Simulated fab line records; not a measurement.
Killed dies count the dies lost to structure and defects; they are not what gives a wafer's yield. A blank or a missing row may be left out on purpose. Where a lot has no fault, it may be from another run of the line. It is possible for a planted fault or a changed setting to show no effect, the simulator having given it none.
Which tool was responsible? | flow sky130 | 13 lots (38 wafers sampled), 1 step of a 708-step route

== WHAT THE GAUGES SHOWED, per wafer ==
SKY_VIA1_CD_MEAS_12: target cd 150 nm.
lot  | measured     | on       | cdNm (nm)
L664 | day 34 23:11 | cdSem-02 | 149.2 150.7 150.1
L666 | day 36 01:56 | cdSem-02 | 148.5 149.8 149.9
L675 | day 38 09:45 | cdSem-02 | 149.5 149.8
L678 | day 39 08:54 | cdSem-02 | 146.0 145.7 147.7
L679 | day 39 13:32 | cdSem-01 | 150.9 151.2 150.6
L680 | day 39 17:12 | cdSem-02 | 149.4 151.2 151.5
L681 | day 40 06:46 | cdSem-02 | 149.7 148.2 148.4
L682 | day 40 10:44 | cdSem-01 | 150.9 149.8 150.3
L683 | day 40 20:05 | cdSem-02 | 148.4 149.2 148.1
L684 | day 40 22:22 | cdSem-02 | 151.8 152.0 150.3
L685 | day 41 02:47 | cdSem-01 | 150.1 150.8 150.6
L686 | day 41 09:53 | cdSem-02 | 149.6 149.6 149.6
L687 | day 41 11:23 | cdSem-02 | 150.6 149.9 151.0

== WHICH TOOL RAN EACH LOT (tool, then ch and the chambers of the sampled wafers, then the start) ==
No process step before these readings appears in the record.

== WHAT THE TOOLS THEMSELVES READ (means of the sampled wafers that have a number; where no wafer has one, the mark that the record gives instead) ==
The record holds no such reading with a usual standard deviation.

== THE ANSWER, worked out from the rows above alone ==
Rule: the lots themselves supply what counts as usual. The widest of any qualifying gaps counts: lots, ordered by their means at a reading, are off when they make up no more than a third of the lots, leave a main group of 4 or more, and stand apart from it by 3 or more times the standard deviation of that group's means. The tables above print the reading to a certain number of digits; a main group whose means all agree to those digits is not used. Also off: a lot with no number at a reading for which 4 or more lots have one. Where the step has rows for the other lots, those lots are counted as sound. First the gauges in route order, then the tools' own readings, where a lot's mean is used as printed above. At the first step where some lot is off, the reading lying furthest off is the one used; lots without a number count as furthest.
None of the lots is off at any reading shown; this tells nothing.

== WHAT THE SIMULATOR PUT IN ==
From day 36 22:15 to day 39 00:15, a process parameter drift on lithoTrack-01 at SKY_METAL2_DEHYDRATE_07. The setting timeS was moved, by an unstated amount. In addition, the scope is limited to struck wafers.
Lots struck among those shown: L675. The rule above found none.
